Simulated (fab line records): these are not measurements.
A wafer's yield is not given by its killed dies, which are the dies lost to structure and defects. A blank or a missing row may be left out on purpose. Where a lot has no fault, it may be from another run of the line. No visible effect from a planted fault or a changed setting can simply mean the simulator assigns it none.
Code-filled problem report in 8D (eight disciplines) form -- flow gf180mcu -- the parts of the form that need people (team, actions taken, sign-off) are left out

1. THE ISSUE
Wafers without a fault read 0.4000 Pa, standard deviation 0.00084; chamber pressure pa at GF_MIM_SPUTTER_02 reads a mean of 0.4353 Pa on 6 wafers belonging to 2 lots. Measured from the usual mean, that is +42 standard deviations.
The step: material AlCu, target thk 450 nm, time 23.9 s.
The first sign was on wafer L447.1 at day 28 19:18, on pvd sputter-01. The record has a number at this step for 39 wafers belonging to 13 lots. The rule behind "out" and "out of limits": a value lying over 4 standard deviations away from the usual mean. All remaining wafers that have a number are taken as sound.

2. WHAT IT IS; WHAT IT IS NOT
question,is,is not
which readings at this step,chamber pressure pa,-
which lots,"L447, L449","L435, L436, L437, L439, L442, L450, L453, L455, L456, L457, L458"
which wafers of those lots,all that have a number,-
read on which tools,pvd sputter-01,"pvd sputter-02, pvd sputter-04"
when,from day 28 19:18,"up to then (15 sound wafers); but 18 sound wafers of L450, L453, L455, L456, L457, L458 came after"

3. WHAT RULES OUT EACH SUSPECT
Counting: any tool at a process step up to the reading is kept as a suspect provided that every lot that is out went through it and no sound lot did after the first of them.
- plasma asher-03 at GF_V4_STRIP_18 (strips in O2/N2): ruled out as a lasting fault. Sound lots L453, L457 ran on it after its first lot that is out, L447 (day 28 17:56).
- pvd sputter-03 at GF_V4_SPUTTER_21 (material Ti, target thk 15 nm, time 80.02 s): ruled out as a lasting fault. Sound lots L455, L456 ran on it after its first lot that is out, L447 (day 28 18:29).
- pvd sputter-01 at GF_MIM_SPUTTER_02 (material AlCu, target thk 450 nm, time 23.9 s): kept. Every lot that is out went through it, starting with L447 (day 28 19:18), and after that it ran no sound lot; the last sound lot it ran before then is L442 (day 26 20:55). Out on those wafers are its own readings of chamber pressure pa.
The count leaves pvd sputter-01 at GF_MIM_SPUTTER_02.

4. THE CAUSE (what the simulator had put in)
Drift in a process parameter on pvd sputter-01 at GF_MIM_SPUTTER_02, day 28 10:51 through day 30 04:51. From 0.4, the setting chamber pressure pa moved by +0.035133. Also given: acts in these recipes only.
After counting, this tool was the only one left.

5. SEQUENCE OF EFFECTS, ordered by route
Each row: a reading where the mean over the struck wafers with a number is more than 3 standard deviations away from the usual. Scope: only readings with a usual standard deviation given in the record; hours: median across lots of the time from each lot's start at the first step in this table that gives one to its start at this step; sigmas: change in usual standard deviations.
hours,step,reading,usual,on struck wafers,change,sigmas
0,GF_MIM_SPUTTER_02,chamber pressure pa,0.4000 Pa,0.4353,+0.0353,+42
Here are the process steps it includes:
- GF_MIM_SPUTTER_02: material AlCu, target thk 450 nm, time 23.9 s.

6. WHAT WOULD HAVE CAUGHT IT SOONER
In this record the first reading out of limits was taken at day 28 19:18, 8 hours after the fault began at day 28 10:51.
